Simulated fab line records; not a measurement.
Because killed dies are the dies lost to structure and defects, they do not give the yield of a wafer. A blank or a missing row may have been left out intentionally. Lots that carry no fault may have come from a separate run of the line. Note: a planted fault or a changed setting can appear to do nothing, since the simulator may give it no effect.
Which tool was responsible? + flow gf180mcu + 14 lots with 42 wafers sampled at 5 steps, on a route of 602 steps

== WHAT EACH GAUGE READ, for each wafer ==
GF_HV_LDD_TW_MEAS_50. Usual: for HV_LDD_4_TW the level is 574.0 and the standard deviation is 2.8.
| lot  | measured     | on            | HV_LDD_4_TW       | flag |
|------|--------------|---------------|-------------------|------|
| L799 | day 12 06:06 | film-metro-01 | 569.2 571.4 567.8 |      |
| L800 | day 12 16:04 | film-metro-03 | 574.2 575.4 575.6 |      |
| L801 | day 13 02:31 | film-metro-03 | 574.7 575.7 575.5 |      |
| L802 | day 13 06:56 | film-metro-01 | 575.2 573.4 570.9 |      |
| L804 | day 14 01:01 | film-metro-03 | 577.3 577.0 578.3 |      |
| L805 | day 14 07:00 | film-metro-01 | 565.7 570.4 574.1 |      |
| L806 | day 15 04:28 | film-metro-03 | 575.6 575.6 578.4 |      |
| L807 | day 15 05:22 | film-metro-02 | 574.0 573.2 571.6 |      |
| L810 | day 16 12:16 | film-metro-02 | 571.6 575.2 574.8 |      |
| L814 | day 17 20:47 | film-metro-03 | 572.9 576.3 567.4 |      |
| L816 | day 18 03:29 | film-metro-02 | 573.9 573.9 571.8 |      |
| L818 | day 18 17:16 | film-metro-03 | 574.9 575.9 576.8 |      |
| L819 | day 19 05:28 | film-metro-01 | 572.0 574.2 574.7 |      |
| L820 | day 19 11:31 | film-metro-03 | 574.3 573.9 579.5 |      |

GF_PSD_RS_MEAS_15: measurement is done with a four-point probe. Usual: for PSD_RS the level is 108.35 ohm/sq and the standard deviation is 0.26.
| lot  | measured     | on            | PSD_RS (ohm/sq)      | flag |
|------|--------------|---------------|----------------------|------|
| L799 | day 14 02:27 | film-metro-03 | 108.12 108.29 108.07 |      |
| L800 | day 14 13:44 | film-metro-04 | 108.19 108.31 108.43 |      |
| L801 | day 15 00:11 | film-metro-01 | 108.29 108.20 108.34 |      |
| L802 | day 15 04:40 | film-metro-04 | 108.45 108.87 108.47 |      |
| L804 | day 16 00:02 | film-metro-01 | 108.76 108.58 108.63 |      |
| L805 | day 16 06:53 | film-metro-03 | 108.47 108.42 108.68 |      |
| L806 | day 17 05:50 | film-metro-01 | 108.31 108.58 107.88 |      |
| L807 | day 17 08:17 | film-metro-03 | 108.16 108.58 108.11 |      |
| L810 | day 18 16:34 | film-metro-01 | 108.54 108.31 108.72 |      |
| L814 | day 20 00:48 | film-metro-03 | 108.39 108.16 108.56 |      |
| L816 | day 20 07:53 | film-metro-04 | 108.52 107.93 108.54 |      |
| L818 | day 20 22:03 | film-metro-03 | 108.00 107.90 108.05 |      |
| L819 | day 21 09:36 | film-metro-01 | 108.13 108.02 108.03 |      |
| L820 | day 21 15:54 | film-metro-01 | 108.56 108.67 108.84 |      |

GF_SAB_THK_MEAS_01. Usual: for SAB_CVD_00_THK the level is 50.1 nm and the standard deviation is 0.68.
| lot  | measured     | on            | SAB_CVD_00_THK (nm) | flag |
|------|--------------|---------------|---------------------|------|
| L799 | day 14 02:35 | film-metro-01 | 48.5 48.7 49.7      |      |
| L800 | day 14 13:52 | film-metro-02 | 49.7 49.8 51.4      |      |
| L801 | day 15 00:19 | film-metro-02 | 50.0 49.7 51.1      |      |
| L802 | day 15 04:47 | film-metro-01 | 49.9 51.4 51.0      |      |
| L804 | day 16 00:10 | film-metro-01 | 48.5 50.1 50.1      |      |
| L805 | day 16 07:01 | film-metro-02 | 50.6 49.7 51.0      |      |
| L806 | day 17 05:58 | film-metro-01 | 49.4 49.9 50.3      |      |
| L807 | day 17 08:26 | film-metro-04 | 50.1 51.6 51.3      |      |
| L810 | day 18 16:41 | film-metro-02 | 49.9 49.2 51.3      |      |
| L814 | day 20 00:56 | film-metro-04 | 49.6 50.0 50.1      |      |
| L816 | day 20 08:01 | film-metro-01 | 44.2 44.0 44.4      | OFF  |
| L818 | day 20 22:11 | film-metro-01 | 43.0 44.4 44.3      | OFF  |
| L819 | day 21 09:44 | film-metro-04 | 49.3 50.1 50.1      |      |
| L820 | day 21 16:02 | film-metro-04 | 49.9 49.6 50.8      |      |

GF_SALICIDE_RS_MEAS_04: measurement is done with a four-point probe. Usual: for SALICIDE_TIN_RS the level is 16.4 ohm/sq and the standard deviation is 0.33.
| lot  | measured     | on            | SALICIDE_TIN_RS (ohm/sq) | flag |
|------|--------------|---------------|--------------------------|------|
| L799 | day 15 00:00 | film-metro-04 | 16.9 16.6 17.1           |      |
| L800 | day 15 11:37 | film-metro-03 | 16.2 16.2 16.0           |      |
| L801 | day 15 23:19 | film-metro-04 | 16.1 16.6 16.1           |      |
| L802 | day 16 03:41 | film-metro-04 | 16.0 16.6 16.8           |      |
| L804 | day 16 22:31 | film-metro-02 | 17.1 16.7 16.7           |      |
| L805 | day 17 05:58 | film-metro-04 | 16.1 16.0 16.4           |      |
| L806 | day 18 05:43 | film-metro-04 | 16.0 16.0 16.4           |      |
| L807 | day 18 08:22 | film-metro-02 | 16.4 16.8 16.6           |      |
| L810 | day 19 18:11 | film-metro-02 | 16.1 16.2 16.0           |      |
| L814 | day 21 01:05 | film-metro-03 | 16.5 16.7 16.1           |      |
| L816 | day 21 08:32 | film-metro-03 | 16.1 15.8 15.8           |      |
| L818 | day 21 22:02 | film-metro-02 | 16.6 16.6 16.1           |      |
| L819 | day 22 10:01 | film-metro-04 | 16.2 15.9 15.8           |      |
| L820 | day 22 15:37 | film-metro-02 | 15.9 16.0 16.1           |      |

== WHAT TOOL EACH LOT RAN ON (gives the tool, then ch and the chambers of the sampled wafers, and finally the start) ==
| lot  | GF_SAB_CVD_00                   |
|------|---------------------------------|
| L799 | pecvd-03 ch 0,1,2, day 14 02:33 |
| L800 | pecvd-02 ch 0,2, day 14 13:51   |
| L801 | pecvd-02 ch 0,1,2, day 15 00:19 |
| L802 | pecvd-02 ch 0,1,2, day 15 04:46 |
| L804 | pecvd-04 ch 0,1, day 16 00:09   |
| L805 | pecvd-02 ch 0,1,2, day 16 07:00 |
| L806 | pecvd-03 ch 0,1,2, day 17 05:57 |
| L807 | pecvd-02 ch 0,1,2, day 17 08:25 |
| L810 | pecvd-02 ch 0,1,2, day 18 16:40 |
| L814 | pecvd-03 ch 0,1,2, day 20 00:54 |
| L816 | pecvd-02 ch 0,1,2, day 20 07:59 |
| L818 | pecvd-02 ch 0,1,2, day 20 22:09 |
| L819 | pecvd-04 ch 0,1,2, day 21 09:42 |
| L820 | pecvd-03 ch 0,1, day 21 16:01   |
- GF_SAB_CVD_00: deposits SiO2 from TEOS, target thk 50 nm, time 4.9302 s.

== WHAT THE TOOLS THEMSELVES READ (means of the sampled wafers that have a number; where no wafer has one, the mark that the record gives instead) ==
GF_SAB_CVD_00. Usual: heater-power-w 698 W, standard deviation 96.
| lot  | tool     | heater-power-w (W) | flag |
|------|----------|--------------------|------|
| L799 | pecvd-03 | 724                |      |
| L800 | pecvd-02 | 653                |      |
| L801 | pecvd-02 | 640                |      |
| L802 | pecvd-02 | 669                |      |
| L804 | pecvd-04 | 667                |      |
| L805 | pecvd-02 | 668                |      |
| L806 | pecvd-03 | 742                |      |
| L807 | pecvd-02 | 614                |      |
| L810 | pecvd-02 | 676                |      |
| L814 | pecvd-03 | 699                |      |
| L816 | pecvd-02 | 663                |      |
| L818 | pecvd-02 | 698                |      |
| L819 | pecvd-04 | 728                |      |
| L820 | pecvd-03 | 783                |      |

== THE ANSWER, worked out from the rows above alone ==
Rule: a lot is off if the mean of its wafers that have a number lies more than 3 standard deviations from the usual mean. A lot without any number at a reading at which 4 lots or more have one is off too. The other lots that the step has rows for count as sound. The gauges are gone through in route order, then the tools' own readings, and for those a lot's mean is taken as printed above. The first step at which some lot is off is used, and at that step the reading that is off furthest; a lot without a number counts as furthest.
Off: at GF_SAB_THK_MEAS_01 (SAB_CVD_00_THK), L816, L818.
A tool fits if, at a process step before that reading, it ran every lot that is off, and no sound lot after the first of them. Gauges at GF_SAB_THK_MEAS_01: tried the same way as those tools. 2 tools fit, pecvd-02 at GF_SAB_CVD_00 and film-metro-01 at GF_SAB_THK_MEAS_01, so this cannot tell which one it is.

== WHAT WAS PUT IN BY THE SIMULATOR ==
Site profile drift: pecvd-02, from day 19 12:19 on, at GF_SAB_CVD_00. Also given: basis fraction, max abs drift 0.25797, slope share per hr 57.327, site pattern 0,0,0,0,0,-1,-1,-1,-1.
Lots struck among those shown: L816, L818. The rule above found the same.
